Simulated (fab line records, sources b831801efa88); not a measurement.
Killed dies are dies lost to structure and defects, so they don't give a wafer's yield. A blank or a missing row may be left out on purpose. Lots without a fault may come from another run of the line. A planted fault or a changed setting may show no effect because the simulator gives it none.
Which tool did it? | flow sky130 | 10 lots, 30 wafers sampled, at 5 steps of a route of 708

WHAT THE GAUGES READ, wafer by wafer
SKY_VIA3_THK_MEAS_23: measures by xrf.
lot  | measured     | on            | VIA3_W_THK (nm)
L726 | day 41 00:53 | film_metro-03 | 397 397 396
L731 | day 42 16:25 | film_metro-03 | 403 402 401
L733 | day 43 09:26 | film_metro-04 | 401 393 401
L734 | day 43 11:21 | film_metro-03 | 405 404 403
L735 | day 43 14:27 | film_metro-02 | 388 387 387
L737 | day 44 05:23 | film_metro-04 | 392 393 384
L738 | day 44 14:35 | film_metro-03 | 412 408 412
L742 | day 45 01:42 | film_metro-04 | 402 401 401
L746 | day 45 23:24 | film_metro-02 | 401 397 397
L748 | day 46 18:34 | film_metro-04 | 391 397 394

SKY_VIA4_RS_MEAS_19: measures by four-point-probe.
lot  | measured     | on            | VIA4_W_RS (ohm/sq)
L726 | day 44 05:08 | film_metro-03 | 0.2324 0.2287 0.2259
L731 | day 45 18:19 | film_metro-03 | 0.2251 0.2235 0.2261
L733 | day 46 10:47 | film_metro-03 | 0.2298 0.2263 0.2310
L734 | day 46 10:55 | film_metro-02 | 0.2260 0.2261 0.2295
L735 | day 46 15:24 | film_metro-01 | 0.2283 0.2293 0.2281
L737 | day 47 02:49 | film_metro-01 | 0.2298 0.2243 0.2255
L738 | day 47 11:28 | film_metro-03 | 0.2254 0.2237 0.2279
L742 | day 47 21:25 | film_metro-01 | 0.2263 0.2286 0.2285
L746 | day 48 16:40 | film_metro-03 | 0.2280 0.2246 0.2240
L748 | day 49 10:33 | film_metro-03 | 0.2308 0.2280 0.2263

SKY_PASSIVATION_THK_MEAS_03.
lot  | measured     | on            | PASSIVATION_CVD_02_THK (nm)
L726 | day 45 05:34 | film_metro-02 | 529 535 546
L731 | day 46 18:07 | film_metro-03 | 539 530 542
L733 | day 47 09:38 | film_metro-02 | 541 531 547
L734 | day 47 10:13 | film_metro-02 | 528 522 541
L735 | day 47 13:49 | film_metro-04 | 540 544 536
L737 | day 48 00:49 | film_metro-04 | 542 542 546
L738 | day 48 09:43 | film_metro-03 | 537 554 549
L742 | day 48 19:06 | film_metro-03 | 538 553 551
L746 | day 49 13:22 | film_metro-04 | 428 437 444 428 437 443
L748 | day 50 06:54 | film_metro-02 | 431 439 435 431 439 435

WHICH TOOL RAN EACH LOT (tool, then ch and the chambers of the sampled wafers, then the start)
lot  | SKY_METAL5_SPUTTER_01        | SKY_PASSIVATION_CVD_02
L726 | pvd_sputter-02, day 44 05:39 | pecvd-01 ch 0,2, day 45 05:20
L731 | pvd_sputter-02, day 45 18:56 | pecvd-01 ch 0,1, day 46 17:53
L733 | pvd_sputter-03, day 46 11:23 | pecvd-04 ch 1,2, day 47 09:24
L734 | pvd_sputter-02, day 46 11:37 | pecvd-01 ch 0,1, day 47 10:00
L735 | pvd_sputter-02, day 46 15:54 | pecvd-04 ch 1,2, day 47 13:35
L737 | pvd_sputter-03, day 47 03:28 | pecvd-04 ch 0,1,2, day 48 00:40
L738 | pvd_sputter-01, day 47 11:57 | pecvd-04 ch 0,2, day 48 09:29
L742 | pvd_sputter-01, day 47 21:55 | pecvd-03 ch 0,1,2, day 48 18:52
L746 | pvd_sputter-02, day 48 17:08 | pecvd-04 ch 0,1,2, day 49 13:07
L748 | pvd_sputter-03, day 49 11:43 | pecvd-04 ch 0,1,2, day 50 06:45
- SKY_METAL5_SPUTTER_01: material TiN, target thk 20 nm, time 16.7 s.
- SKY_PASSIVATION_CVD_02: deposits Si3N4, target thk 540 nm.

WHAT THE TOOLS THEMSELVES READ (means of the sampled wafers that have a number; where no wafer has one, the mark that the record gives instead)
SKY_METAL5_SPUTTER_01.
lot  | tool           | throttle_valve_pct (%)
L726 | pvd_sputter-02 | 30.3
L731 | pvd_sputter-02 | 30.1
L733 | pvd_sputter-03 | 28.5
L734 | pvd_sputter-02 | 30.2
L735 | pvd_sputter-02 | 30.0
L737 | pvd_sputter-03 | 29.3
L738 | pvd_sputter-01 | 28.8
L742 | pvd_sputter-01 | 28.0
L746 | pvd_sputter-02 | 30.8
L748 | pvd_sputter-03 | 28.9

SKY_PASSIVATION_CVD_02.
lot  | tool     | heater_power_w (W) | rf_fwd_power_W (W)
L726 | pecvd-01 | 625                | 449.6
L731 | pecvd-01 | 700                | 449.2
L733 | pecvd-04 | 729                | 449.6
L734 | pecvd-01 | 765                | 448.0
L735 | pecvd-04 | 661                | 448.4
L737 | pecvd-04 | 737                | 447.3
L738 | pecvd-04 | 729                | 448.9
L742 | pecvd-03 | 671                | 449.9
L746 | pecvd-04 | 743                | 448.4
L748 | pecvd-04 | 717                | 449.3

THE ANSWER, worked out from the rows above alone
Rule: what is usual is taken from the lots themselves. Put in order of their means at a reading, lots are off if they are a third of the lots or fewer, leave a main group of 4 or more, and stand apart from it by a gap of 3 or more times the standard deviation of the main group's means; of several such gaps the widest counts. A main group whose means are all the same, to the digits that the tables above print for the reading, isn't used. A lot without any number at a reading at which 4 lots or more have one is off too. The other lots that the step has rows for count as sound. The gauges are gone through in route order, then the tools' own readings, and for those a lot's mean is taken as printed above. The first step at which some lot is off is used, and at that step the reading that is off furthest; a lot without a number counts as furthest.
Off: L746, L748, at SKY_PASSIVATION_THK_MEAS_03 (PASSIVATION_CVD_02_THK). The main group: mean 540 nm, standard deviation 5.3.
A tool fits if, at a process step before that reading, it ran every lot that is off, and no sound lot after the first of them. The gauges at SKY_PASSIVATION_THK_MEAS_03 are tried like those tools. One fits: pecvd-04 at SKY_PASSIVATION_CVD_02. Its last sound lot is L738 (day 48 09:29), its first lot that is off L746 (day 49 13:07): a fault that began between those two fits.

WHAT THE SIMULATOR HAD PUT IN
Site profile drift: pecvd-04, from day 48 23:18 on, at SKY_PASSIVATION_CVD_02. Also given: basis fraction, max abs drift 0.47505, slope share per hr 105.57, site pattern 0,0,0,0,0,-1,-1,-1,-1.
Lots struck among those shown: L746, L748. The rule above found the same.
